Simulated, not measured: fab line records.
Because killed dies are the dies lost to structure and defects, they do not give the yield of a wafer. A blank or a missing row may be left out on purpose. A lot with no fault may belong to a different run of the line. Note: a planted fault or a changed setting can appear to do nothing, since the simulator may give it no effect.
fab line records	flow gf180mcu
record lots=5	wafers=27
route steps=602 shown DUAL_GATE@143 POLY_GATE@170 SAB@272 V1@357 M3@425 M4@460 MIM@503
start_h: start of the lot's first displayed wafer, in hours after the record's first day	wait_h: hours elapsed since this lot's preceding step	" as in the row above	L1.1+2: several wafers, shown together as one row	- no value present, or no start provided	* or withheld: withheld	< > ~ a bound
route shown NAME@n: NAME is a module with steps in the file, n the number in the route of the first one	usual: average and standard deviation across the fault-free wafers	same: alike in all rows	chamber/n: place in a boat	sites: readings site by site	_std_site: standard deviation of those values	_edge_site: outer sites' mean less inner sites'	radius_mm: for every site, how far away it sits from the centre of the wafer	mask NAME#n: copy n	behind: tool/chamber where the wafer was last shaped	hold: reason for holding the lot/hours on hold/outcome of the hold	device: the n, p or np transistor that did not switch	end of line: the route-end tests of the same wafers	where a step has no rows: the recipe by itself	killed: the dies lost at the first sort to structure and to defects; this is not the yield of the wafer	map: dies across one wafer; x = killed, . = not, _ = none there
set.NAME: the setting that was run; set.NAME@STEP: the one run at that earlier step	model.NAME: the simulator's own value behind a step, which no gauge read
lots run with intentionally changed settings; tables by step, rows by wafer
## steps
# step GF_DUAL_GATE_OXIDATION_02
# recipe temp_c=900	ambient=O2	stabilise_s=600	purge_s=300	target_thk_a=108.87	ox_time_s=1602
lot.wafer	tool	chamber	start_h	wait_h	set.ox_time_s	model.SiO2_of_DUAL_GATE_OXIDATION_02.thk_nm
L077.1	-	-	-	0.0	1849	12.12
L077.2	"	-	"	"	1849	12.19
L077.3	"	-	"	"	1849	12.24
L077.4	"	-	"	"	1849	12.2
L077.5	"	-	"	"	1849	12.27
L077.6	"	-	"	"	1849	12.28
L076.1	-	-	-	1.1	1132	8.461
L076.2	"	-	"	"	1132	8.699
L076.3	"	-	"	"	1132	8.576
L076.4	"	-	"	"	1132	8.538
L076.5	"	-	"	"	1132	8.636
L076.6	"	-	"	"	1132	8.56
L081.1+2	-	-	-	0.0	1864	12.56
L081.3	"	-	"	"	1864	12.3
L081.4	"	-	"	"	1864	12.58
L081.5	"	-	"	"	1864	12.6
L081.6	"	-	"	"	1864	12.52
L080.1	furnace-01	0	212.64	1.2	1602	10.98
L080.3	"	0	"	"	1602	10.91
L080.4	"	0	"	"	1602	11.07
L084.1	-	-	-	1.0	1195	9.056
L084.2	"	-	"	"	1195	9.105
L084.3	"	-	"	"	1195	8.985
L084.4	"	-	"	"	1195	9.027
L084.5	"	-	"	"	1195	9.058
L084.6	"	-	"	"	1195	8.976
# step GF_DUAL_GATE_THK_MEAS_03
# recipe reads=SiO2_of_DUAL_GATE_OXIDATION_02
# usual DUAL_GATE_OXIDATION_00_THK=10.90/0.22
lot.wafer	tool	chamber	start_h	wait_h	set.ox_time_s@DUAL_GATE_OXIDATION_02	DUAL_GATE_OXIDATION_00_THK[nm]
L077.1	film_metro-03	-	-	-	1849	12.11
L077.2	"	-	"	"	1849	12.16
L077.3	"	-	"	"	1849	12.22
L077.4	"	-	"	"	1849	12.20
L077.5	"	-	"	"	1849	12.29
L077.6	"	-	"	"	1849	12.24
L076.1	film_metro-04	-	-	-	1132	8.46
L076.2	"	-	"	"	1132	8.69
L076.3	"	-	"	"	1132	8.58
L076.4	"	-	"	"	1132	8.54
L076.5	"	-	"	"	1132	8.69
L076.6	"	-	"	"	1132	8.53
L081.1	film_metro-03	-	-	-	1864	12.54
L081.2	"	-	"	"	1864	12.55
L081.3	"	-	"	"	1864	12.31
L081.4	"	-	"	"	1864	12.54
L081.5	"	-	"	"	1864	12.61
L081.6	"	-	"	"	1864	12.52
L080.1	film_metro-03	-	214.09	0.0	1602	10.95
L080.3	"	-	"	"	1602	10.95
L080.4	"	-	"	"	1602	11.11
L084.1	film_metro-04	-	-	-	1195	9.04
L084.2	"	-	"	"	1195	9.14
L084.3	"	-	"	"	1195	8.99
L084.4	"	-	"	"	1195	9.05
L084.5	"	-	"	"	1195	9.00
L084.6	"	-	"	"	1195	8.98
# step GF_DUAL_GATE_DEHYDRATE_04
# recipe temp_c=200	time_s=60
# step GF_DUAL_GATE_HMDS_05
# recipe prime_time_s=60	prime_temp_c=120
# step GF_DUAL_GATE_WET_ETCH_12
# recipe chemistry=dHF	target_depth_nm=13	dry=n2_spin	target=SiO2	temp_c=26.1	dilution=100:1	time_s=260
# step GF_DUAL_GATE_STRIP_13
# recipe chemistry=O2/N2	power_w=1400	pressure_mtorr=1500	platen_temp_c=250	o2_flow_sccm=3000	n2_flow_sccm=300	overash_fraction=0.5
# step GF_DUAL_GATE_CLEAN_14
# recipe chemistry=SC1/SC2	mix=1:4:20	temp_c=70	time_s=150	dry=n2_spin
lot.wafer	tool	chamber	start_h	wait_h	set.ox_time_s@DUAL_GATE_OXIDATION_02	model.SiO2_of_DUAL_GATE_OXIDATION_02.thk_nm
L077.1	wet_bench-03	1	201.33	0.1	1849	11.79
L077.2	"	1	"	"	1849	11.86
L077.3	"	1	"	"	1849	11.9
L077.4	"	1	"	"	1849	11.87
L077.5	"	1	"	"	1849	11.93
L077.6	"	1	"	"	1849	11.94
L076.1	wet_bench-03	0	202.23	0.1	1132	8.113
L076.2	"	0	"	"	1132	8.353
L076.3	"	0	"	"	1132	8.23
L076.4	"	0	"	"	1132	8.189
L076.5	"	0	"	"	1132	8.292
L076.6	"	0	"	"	1132	8.214
L081.1	wet_bench-03	0	228.99	0.1	1864	12.23
L081.2	"	0	"	"	1864	12.22
L081.3	"	0	"	"	1864	11.96
L081.4	"	0	"	"	1864	12.24
L081.5	"	0	"	"	1864	12.26
L081.6	"	0	"	"	1864	12.18
L080.1	wet_bench-04	1	232.25	0.1	1602	10.63
L080.3	"	1	"	"	1602	10.57
L080.4	"	1	"	"	1602	10.72
L084.1	wet_bench-01	2	249.91	0.1	1195	8.716
L084.2	"	2	"	"	1195	8.765
L084.3	"	2	"	"	1195	8.647
L084.4	"	2	"	"	1195	8.687
L084.5	"	2	"	"	1195	8.72
L084.6	"	2	"	"	1195	8.639
# step GF_DUAL_GATE_OXIDATION_15
# recipe temp_c=850	ambient=O2	stabilise_s=600	purge_s=300	target_thk_a=70.98	ox_time_s=1995
lot.wafer	tool	chamber	start_h	wait_h	set.ox_time_s@DUAL_GATE_OXIDATION_02	model.SiO2_of_DUAL_GATE_OXIDATION_02.thk_nm
L076.1	furnace-01	0	202.64	0.4	1132	12.46
L076.2	"	0	"	"	1132	12.61
L076.3	"	0	"	"	1132	12.49
L076.4	"	0	"	"	1132	12.5
L076.5	"	0	"	"	1132	12.58
L076.6	"	0	"	"	1132	12.56
L077.1	furnace-01	0	202.64	1.3	1849	15.52
L077.2+3	"	0	"	"	1849	15.61
L077.4	"	0	"	"	1849	15.58
L077.5	"	0	"	"	1849	15.62
L077.6	"	0	"	"	1849	15.63
L081.1+4	furnace-01	0	229.05	0.0	1864	15.78
L081.2	"	0	"	"	1864	15.81
L081.3	"	0	"	"	1864	15.63
L081.5	"	0	"	"	1864	15.79
L081.6	"	0	"	"	1864	15.75
L080.1	furnace-01	0	232.30	0.0	1602	14.58
L080.3	"	0	"	"	1602	14.56
L080.4	"	0	"	"	1602	14.7
L084.1	furnace-01	0	249.97	0.0	1195	12.96
L084.2	"	0	"	"	1195	13.03
L084.3+4+5	"	0	"	"	1195	12.93
L084.6	"	0	"	"	1195	12.91
# step GF_POLY_GATE_ETCH_13
# recipe target=poly-Si	target_depth_nm=198.5	stop_on=SiO2	over_etch_frac=0.403	chemistry=HBr/Cl2	icp_w=400	bias_w=100	pressure_mtorr=10	HBr_flow_sccm=150	Cl2_flow_sccm=50	time_s=69.6
lot.wafer	tool	chamber	start_h	wait_h	set.time_s	set.ox_time_s@DUAL_GATE_OXIDATION_02	model.POLY_GATE.feature_depth_nm	model.SiO2_of_DUAL_GATE_OXIDATION_02.thk_nm
L077.1	rie_si-02	1	223.54	-	35.27	1849	105	15.52
L077.2	"	0	"	"	35.27	1849	101.4	15.61
L077.3	"	2	"	"	69.6	1849	200.1	15.61
L077.4	"	1	"	"	35.27	1849	105.1	15.58
L077.5	"	0	"	"	69.6	1849	198.3	15.62
L077.6	"	2	"	"	69.6	1849	201.3	15.63
L076.1	rie_si-01	0	223.72	-	69.6	1132	198.9	12.46
L076.2	"	1	"	"	69.6	1132	196.8	12.61
L076.3	"	3	"	"	69.6	1132	201.1	12.49
L076.4	"	2	"	"	69.6	1132	198.4	12.5
L076.5	"	1	"	"	69.6	1132	197.8	12.58
L076.6	"	0	"	"	69.6	1132	198.1	12.56
L081.1	rie_si-01	0	250.32	-	28.24	1864	80.57	15.78
L081.2	"	3	"	"	69.6	1864	200.2	15.81
L081.3	"	2	"	"	69.6	1864	201.3	15.63
L081.4	"	1	"	"	69.6	1864	196.3	15.78
L081.5	"	0	"	"	28.24	1864	79.48	15.79
L081.6	"	1	"	"	28.24	1864	79.94	15.75
L080.1	rie_si-01	2	253.64	-	69.6	1602	198.3	14.58
L080.3	"	1	"	"	69.6	1602	197.2	14.56
L080.4	"	3	"	"	69.6	1602	198.9	14.7
L084.1	rie_si-01	3	271.53	-	69.6	1195	198.8	12.96
L084.2	"	0	"	"	100.9	1195	199.7	11.59
L084.3	"	1	"	"	69.6	1195	193.6	12.93
L084.4	"	2	"	"	69.6	1195	195.8	12.93
L084.5	"	1	"	"	100.9	1195	201.2	11.61
L084.6	"	0	"	"	100.9	1195	199.3	11.53
# step GF_POLY_GATE_STRIP_14
# recipe chemistry=O2/N2	power_w=1400	pressure_mtorr=1500	platen_temp_c=250	o2_flow_sccm=3000	n2_flow_sccm=300	overash_fraction=0.5
# usual oes_product_au=0.503/0.0041
lot.wafer	tool	chamber	start_h	wait_h	set.time_s@POLY_GATE_ETCH_13	oes_product_au
L077.1	plasma_asher-03	0	223.59	0.0	35.27	0.527
L077.2	"	1	"	"	35.27	0.517
L077.3	"	1	"	"	69.6	0.504
L077.4	"	0	"	"	35.27	0.523
L077.5	"	0	"	"	69.6	0.501
L077.6	"	1	"	"	69.6	0.508
L076.1	plasma_asher-02	1	223.78	0.0	69.6	0.506
L076.2	"	0	"	"	69.6	0.500
L076.3	"	1	"	"	69.6	0.503
L076.4	"	0	"	"	69.6	0.508
L076.5	"	0	"	"	69.6	0.504
L076.6	"	1	"	"	69.6	0.499
L081.1	plasma_asher-02	1	250.38	0.0	28.24	0.521
L081.2	"	0	"	"	69.6	0.505
L081.3	"	1	"	"	69.6	0.499
L081.4	"	0	"	"	69.6	0.501
L081.5	"	0	"	"	28.24	0.530
L081.6	"	1	"	"	28.24	0.530
L080.1	plasma_asher-02	1	253.69	0.0	69.6	0.496
L080.3	"	0	"	"	69.6	0.504
L080.4	"	1	"	"	69.6	0.506
L084.1	plasma_asher-02	0	271.58	0.0	69.6	0.503
L084.2	"	1	"	"	100.9	0.480
L084.3	"	1	"	"	69.6	0.507
L084.4	"	0	"	"	69.6	0.503
L084.5	"	1	"	"	100.9	0.489
L084.6	"	0	"	"	100.9	0.497
# step GF_SAB_DEVELOP_08
# recipe develop_time_s=60	dev_temp_c=23
lot.wafer	tool	chamber	start_h	wait_h	set.develop_time_s
L077.1+2+3+4+5+6	litho_track-03	0	368.86	0.1	60
L076.1+5+6	litho_track-02	0	371.57	0.1	60
L076.2+3+4	"	0	"	"	72.31
L081.1+2+3	litho_track-01	0	403.18	0.1	60
L081.4+5+6	"	0	"	"	73.19
L080.1+3+4	litho_track-01	0	409.08	0.1	60
L084.1+2+3+4+5+6	litho_track-01	0	428.53	0.1	60
# step GF_SAB_CD_MEAS_09
# recipe target_cd_nm=420
# usual cd_nm=419.3/1.9
lot.wafer	tool	chamber	start_h	wait_h	set.develop_time_s@SAB_DEVELOP_08	cd_nm
L077.1	cd_sem-02	-	369.01	0.1	60	422.3
L077.2	"	-	"	"	60	421.1
L077.3	"	-	"	"	60	420.5
L077.4	"	-	"	"	60	421.8
L077.5	"	-	"	"	60	421.6
L077.6	"	-	"	"	60	421.4
L076.1	cd_sem-02	-	371.72	0.1	60	418.9
L076.2	"	-	"	"	72.31	400.7
L076.3	"	-	"	"	72.31	400.8
L076.4	"	-	"	"	72.31	401.7
L076.5	"	-	"	"	60	417.5
L076.6	"	-	"	"	60	417.0
L081.1	cd_sem-01	-	403.33	0.1	60	418.8
L081.2	"	-	"	"	60	421.4
L081.3	"	-	"	"	60	418.2
L081.4	"	-	"	"	73.19	401.5
L081.5	"	-	"	"	73.19	399.9
L081.6	"	-	"	"	73.19	402.3
L080.1	cd_sem-01	-	409.23	0.1	60	418.7
L080.3	"	-	"	"	60	421.0
L080.4	"	-	"	"	60	422.2
L084.1	cd_sem-02	-	428.68	0.1	60	416.1
L084.2	"	-	"	"	60	418.6
L084.3	"	-	"	"	60	418.4
L084.4	"	-	"	"	60	418.8
L084.5	"	-	"	"	60	418.1
L084.6	"	-	"	"	60	417.5
# step GF_SAB_ETCH_11
# recipe chemistry=C4F8/O2/Ar	mask_material=NOVOLAK	target=SiO2	target_depth_nm=55	source_w=1500	bias_w=1200	pressure_mtorr=40	c4f8_flow_sccm=withheld	O2_flow_sccm=6	Ar_flow_sccm=300	time_s=8.5
lot.wafer	tool	chamber	start_h	wait_h	set.develop_time_s@SAB_DEVELOP_08	model.SAB.cd_nm
L077.1	rie_diel-01	3	369.17	0.0	60	422.5
L077.2	"	2	"	"	60	420.9
L077.3	"	0	"	"	60	421
L077.4	"	1	"	"	60	422.1
L077.5+6	"	2,1	"	"	60	421.1
L076.1	rie_diel-03	2	371.87	0.0	60	419.7
L076.2	"	0	"	"	72.31	401.1
L076.3	"	3	"	"	72.31	401.4
L076.4	"	1	"	"	72.31	402
L076.5	"	0	"	"	60	417.3
L076.6	"	3	"	"	60	417.2
L081.1	rie_diel-01	0	403.49	0.0	60	418.8
L081.2	"	3	"	"	60	420.9
L081.3	"	1	"	"	60	418.3
L081.4	"	2	"	"	73.19	401.4
L081.5	"	0	"	"	73.19	400
L081.6	"	1	"	"	73.19	402.4
L080.1	rie_diel-01	2	409.39	0.0	60	418.9
L080.3	"	3	"	"	60	420.5
L080.4	"	1	"	"	60	422.4
L084.1	rie_diel-04	0	428.83	0.0	60	416.1
L084.2	"	1	"	"	60	418.4
L084.3	"	2	"	"	60	418.8
L084.4	"	2	"	"	60	418.5
L084.5	"	1	"	"	60	417.8
L084.6	"	0	"	"	60	417.9
# step GF_V1_SPUTTER_22
# recipe material=TiN	target_thk_nm=10	chamber_pressure_pa=5	power_w=4000	time_s=40
lot.wafer	tool	chamber	start_h	wait_h	set.time_s	model.TiN_of_V1_SPUTTER_22.thk_nm
L077.1	pvd_sputter-04	-	444.59	0.0	40	9.991
L077.2	"	-	"	"	40	9.91
L077.3	"	-	"	"	40	10.05
L077.4	"	-	"	"	40	9.86
L077.5	"	-	"	"	40	10.07
L077.6	"	-	"	"	40	10.03
L076.1	pvd_sputter-02	-	446.70	0.0	40	10.01
L076.2	"	-	"	"	49.42	12.84
L076.3	"	-	"	"	49.42	12.53
L076.4	"	-	"	"	40	10.05
L076.5	"	-	"	"	49.42	12.39
L076.6	"	-	"	"	40	10
L081.1	pvd_sputter-02	-	481.29	0.0	49	12.48
L081.2	"	-	"	"	49	12.2
L081.3	"	-	"	"	40	9.792
L081.4	"	-	"	"	40	9.786
L081.5	"	-	"	"	49	12.14
L081.6	"	-	"	"	40	10.03
L080.1	pvd_sputter-02	-	486.64	0.0	40	10.29
L080.3	"	-	"	"	40	10.02
L080.4	"	-	"	"	40	10
L084.1	pvd_sputter-02	-	507.13	0.0	40	9.956
L084.2	"	-	"	"	54.64	13.49
L084.3	"	-	"	"	54.64	13.53
L084.4	"	-	"	"	54.64	13.76
L084.5	"	-	"	"	40	10.3
L084.6	"	-	"	"	40	9.876
# step GF_M3_METAL_ETCH_16
# recipe chemistry=Cl2/BCl3	mask_material=KrF	target_depth_nm=627.5	stop_on=SiO2	pressure_mtorr=8	icp_w=800	bias_w=140	Cl2_flow_sccm=80	bcl3_flow_sccm=40	time_s=104.6
lot.wafer	tool	chamber	start_h	wait_h	set.time_s	model.M3.feature_depth_nm	model.KrF_of_M3_COAT_09.thk_nm
L077.1	rie_metal-02	0	520.12	0.0	140.4	595	662
L077.2	"	1	"	"	104.6	594	736
L077.3	"	1	"	"	104.6	602.5	738.2
L077.4	"	0	"	"	104.6	599.6	747.7
L077.5	"	1	"	"	140.4	592.4	651.2
L077.6	"	0	"	"	140.4	598.1	665.5
L076.1	rie_metal-03	1	522.41	0.0	46.29	279.1	869
L076.2	"	0	"	"	104.6	613.5	731
L076.3	"	0	"	"	46.29	276.9	871.3
L076.4	"	1	"	"	104.6	609.8	729.6
L076.5	"	0	"	"	46.29	277.8	869.7
L076.6	"	1	"	"	104.6	606.8	733.9
L081.1	rie_metal-02	1	555.26	0.0	104.6	598.9	733.4
L081.2	"	0	"	"	104.6	602.8	738.2
L081.3	"	0	"	"	104.6	598.1	741.4
L081.4	"	1	"	"	104.6	598.8	728.4
L081.5	"	1	"	"	104.6	601.5	733.8
L081.6	"	0	"	"	104.6	596.8	738.4
L080.1	rie_metal-01	0	560.72	0.0	104.6	603.2	732
L080.3	"	1	"	"	104.6	594.3	732
L080.4	"	0	"	"	104.6	589.6	732.6
L084.1	rie_metal-01	1	578.17	0.0	75.92	465.3	797.6
L084.2	"	0	"	"	75.92	448.4	805
L084.3	"	1	"	"	104.6	602.9	727.5
L084.4	"	0	"	"	75.92	448.4	805.9
L084.5	"	0	"	"	104.6	597	737.6
L084.6	"	1	"	"	104.6	601.3	729.7
# step GF_M3_STRIP_17
# recipe chemistry=O2/N2	power_w=1400	pressure_mtorr=1500	platen_temp_c=250	o2_flow_sccm=3000	n2_flow_sccm=300	overash_fraction=0.5
# usual oes_product_au=0.557/0.0055	strip_time_to_endpoint_s=7.87/0.054
lot.wafer	tool	chamber	start_h	wait_h	set.time_s@M3_METAL_ETCH_16	oes_product_au	strip_time_to_endpoint_s
L077.1	plasma_asher-01	0	520.23	0.1	140.4	0.526	7.15
L077.2	"	1	"	"	104.6	0.549	7.89
L077.3	"	1	"	"	104.6	0.567	7.91
L077.4	"	0	"	"	104.6	0.559	8.00
L077.5	"	0	"	"	140.4	0.519	7.04
L077.6	"	1	"	"	140.4	0.526	7.20
L076.1	plasma_asher-01	0	522.53	0.1	46.29	0.606	9.19
L076.2	"	1	"	"	104.6	0.565	7.83
L076.3	"	0	"	"	46.29	0.603	9.20
L076.4	"	1	"	"	104.6	0.555	7.82
L076.5	"	0	"	"	46.29	0.607	9.16
L076.6	"	1	"	"	104.6	0.551	7.86
L081.1	plasma_asher-04	0	555.38	0.1	104.6	0.560	7.86
L081.2	"	1	"	"	104.6	0.556	7.91
L081.3	"	1	"	"	104.6	0.553	7.95
L081.4	"	0	"	"	104.6	0.557	7.80
L081.5	"	0	"	"	104.6	0.547	7.86
L081.6	"	1	"	"	104.6	0.548	7.90
L080.1	plasma_asher-01	1	560.83	0.1	104.6	0.550	7.83
L080.3	"	0	"	"	104.6	0.558	7.85
L080.4	"	1	"	"	104.6	0.551	7.86
L084.1	plasma_asher-04	1	578.28	0.1	75.92	0.583	8.48
L084.2	"	0	"	"	75.92	0.592	8.56
L084.3	"	1	"	"	104.6	0.552	7.81
L084.4	"	0	"	"	75.92	0.589	8.55
L084.5	"	1	"	"	104.6	0.554	7.89
L084.6	"	0	"	"	104.6	0.559	7.83
# step GF_M4_SPUTTER_04
# recipe material=TiN	target_thk_nm=50	power_w=6500	time_s=41.7	chamber_pressure_pa=0.4
lot.wafer	tool	chamber	start_h	wait_h	set.time_s	model.TiN_of_M4_SPUTTER_04.thk_nm
L077.1	pvd_sputter-03	-	545.67	0.0	41.7	48.96
L077.2	"	-	"	"	41.7	49.52
L077.3	"	-	"	"	41.7	50.04
L077.4	"	-	"	"	64.17	76.81
L077.5	"	-	"	"	64.17	77.05
L077.6	"	-	"	"	64.17	76.72
L076.1	pvd_sputter-01	-	547.66	0.0	24.63	29.54
L076.2	"	-	"	"	41.7	50.06
L076.3	"	-	"	"	24.63	28.95
L076.4	"	-	"	"	24.63	29.8
L076.5	"	-	"	"	41.7	48.92
L076.6	"	-	"	"	41.7	50
L081.1	pvd_sputter-01	-	580.45	0.0	41.7	49.88
L081.2	"	-	"	"	54.85	66.47
L081.3	"	-	"	"	54.85	66.21
L081.4	"	-	"	"	41.7	49.53
L081.5	"	-	"	"	41.7	50.53
L081.6	"	-	"	"	54.85	64.8
L080.1	pvd_sputter-01	-	585.85	0.0	41.7	50.14
L080.3	"	-	"	"	41.7	49.4
L080.4	"	-	"	"	41.7	50.83
L084.1	pvd_sputter-03	-	602.00	0.0	51.39	61.53
L084.2	"	-	"	"	41.7	50.41
L084.3	"	-	"	"	51.39	62.2
L084.4	"	-	"	"	51.39	62.24
L084.5	"	-	"	"	41.7	50.23
L084.6	"	-	"	"	41.7	50.51
# step GF_M4_THK_MEAS_06
# recipe thk_meas_gauge=xrf	reads=AlCu_of_M4_SPUTTER_02
# usual M4_ALCU_THK=455/5.8
lot.wafer	tool	chamber	start_h	wait_h	set.time_s@M4_SPUTTER_04	M4_ALCU_THK[nm]
L077.1	film_metro-04	-	545.83	0.1	41.7	468
L077.2	"	-	"	"	41.7	459
L077.3	"	-	"	"	41.7	457
L077.4	"	-	"	"	64.17	432
L077.5	"	-	"	"	64.17	437
L077.6	"	-	"	"	64.17	435
L076.1	film_metro-04	-	547.82	0.1	24.63	475
L076.2	"	-	"	"	41.7	459
L076.3	"	-	"	"	24.63	477
L076.4	"	-	"	"	24.63	472
L076.5	"	-	"	"	41.7	457
L076.6	"	-	"	"	41.7	453
L081.1	film_metro-03	-	580.61	0.1	41.7	468
L081.2	"	-	"	"	54.85	448
L081.3	"	-	"	"	54.85	446
L081.4	"	-	"	"	41.7	465
L081.5	"	-	"	"	41.7	466
L081.6	"	-	"	"	54.85	450
L080.1	film_metro-04	-	586.01	0.1	41.7	458
L080.3	"	-	"	"	41.7	460
L080.4	"	-	"	"	41.7	451
L084.1	film_metro-03	-	602.16	0.1	51.39	444
L084.2	"	-	"	"	41.7	456
L084.3	"	-	"	"	51.39	443
L084.4	"	-	"	"	51.39	440
L084.5	"	-	"	"	41.7	458
L084.6	"	-	"	"	41.7	453
# step GF_MIM_SPUTTER_00
# recipe material=Ti	target_thk_nm=37.5	arriving_ion_energy_ev=80	substrate_temp_c=200	chamber_pressure_pa=2	power_w=4000	time_s=150
lot.wafer	tool	chamber	start_h	wait_h	set.time_s	model.Ti_of_MIM_SPUTTER_00.thk_nm
L077.1	pvd_sputter-02	-	591.19	0.1	150	37.48
L077.2	"	-	"	"	150	37.56
L077.3	"	-	"	"	150	37.4
L077.4	"	-	"	"	150	37.37
L077.5	"	-	"	"	150	37.58
L077.6	"	-	"	"	150	37.44
L076.1	pvd_sputter-03	-	593.80	0.1	150	37.74
L076.2	"	-	"	"	122.8	30.46
L076.3	"	-	"	"	150	37.49
L076.4	"	-	"	"	122.8	31.48
L076.5	"	-	"	"	122.8	31.12
L076.6	"	-	"	"	150	37.28
L081.1	pvd_sputter-01	-	624.67	0.2	150	38.07
L081.2	"	-	"	"	60.94	16.21
L081.3	"	-	"	"	150	38.1
L081.4	"	-	"	"	60.94	16.12
L081.5	"	-	"	"	60.94	16.31
L081.6	"	-	"	"	150	37.95
L080.1	pvd_sputter-01	-	630.18	0.1	150	37.86
L080.3	"	-	"	"	150	38.01
L080.4	"	-	"	"	150	38.33
L084.1	pvd_sputter-03	-	645.81	0.2	150	36.94
L084.2	"	-	"	"	68.77	17.4
L084.3	"	-	"	"	68.77	17.37
L084.4	"	-	"	"	150	37.17
L084.5	"	-	"	"	150	37.85
L084.6	"	-	"	"	68.77	17.54
## key
split step=GF_DUAL_GATE_OXIDATION_02	setting=ox_time_s	stated=1602	by=lot
response step=GF_DUAL_GATE_OXIDATION_02	reading=model.SiO2_of_DUAL_GATE_OXIDATION_02.thk_nm	change=+0.0824	per=1%	r=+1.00
response step=GF_DUAL_GATE_THK_MEAS_03	reading=DUAL_GATE_OXIDATION_00_THK	change=+0.0822	per=1%	r=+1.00
response step=GF_DUAL_GATE_CLEAN_14	reading=model.SiO2_of_DUAL_GATE_OXIDATION_02.thk_nm	change=+0.0826	per=1%	r=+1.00
response step=GF_DUAL_GATE_OXIDATION_15	reading=model.SiO2_of_DUAL_GATE_OXIDATION_02.thk_nm	change=+0.068	per=1%	r=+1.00
response step=GF_POLY_GATE_ETCH_13	reading=model.SiO2_of_DUAL_GATE_OXIDATION_02.thk_nm	change=+0.0754	per=1%	r=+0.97
split step=GF_POLY_GATE_ETCH_13	setting=time_s	stated=69.6	by=wafer
response step=GF_POLY_GATE_ETCH_13	reading=model.POLY_GATE.feature_depth_nm	shape=bent	at_lowest=80	at_stated=198.4	at_highest=200.1
response step=GF_POLY_GATE_STRIP_14	reading=oes_product_au	change=-0.000387	per=1%	r=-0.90
split step=GF_SAB_DEVELOP_08	setting=develop_time_s	stated=60	by=wafer
response step=GF_SAB_CD_MEAS_09	reading=cd_nm	change=-0.824	per=1%	r=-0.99
response step=GF_SAB_ETCH_11	reading=model.SAB.cd_nm	change=-0.815	per=1%	r=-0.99
split step=GF_V1_SPUTTER_22	setting=time_s	stated=40	by=wafer
response step=GF_V1_SPUTTER_22	reading=model.TiN_of_V1_SPUTTER_22.thk_nm	change=+0.102	per=1%	r=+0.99
split step=GF_M3_METAL_ETCH_16	setting=time_s	stated=104.6	by=wafer
response step=GF_M3_METAL_ETCH_16	reading=model.M3.feature_depth_nm	shape=bent	at_lowest=277.9	at_stated=600.6	at_highest=595.2
response step=GF_M3_METAL_ETCH_16	reading=model.KrF_of_M3_COAT_09.thk_nm	change=-2.47	per=1%	r=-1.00
response step=GF_M3_STRIP_17	reading=oes_product_au	change=-0.000948	per=1%	r=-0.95
response step=GF_M3_STRIP_17	reading=strip_time_to_endpoint_s	change=*	per=1%	r=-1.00
split step=GF_M4_SPUTTER_04	setting=time_s	stated=41.7	by=wafer
response step=GF_M4_SPUTTER_04	reading=model.TiN_of_M4_SPUTTER_04.thk_nm	change=+0.502	per=1%	r=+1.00
response step=GF_M4_THK_MEAS_06	reading=M4_ALCU_THK	change=-0.502	per=1%	r=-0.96
split step=GF_MIM_SPUTTER_00	setting=time_s	stated=150	by=wafer
response step=GF_MIM_SPUTTER_00	reading=model.Ti_of_MIM_SPUTTER_00.thk_nm	change=+0.367	per=1%	r=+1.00
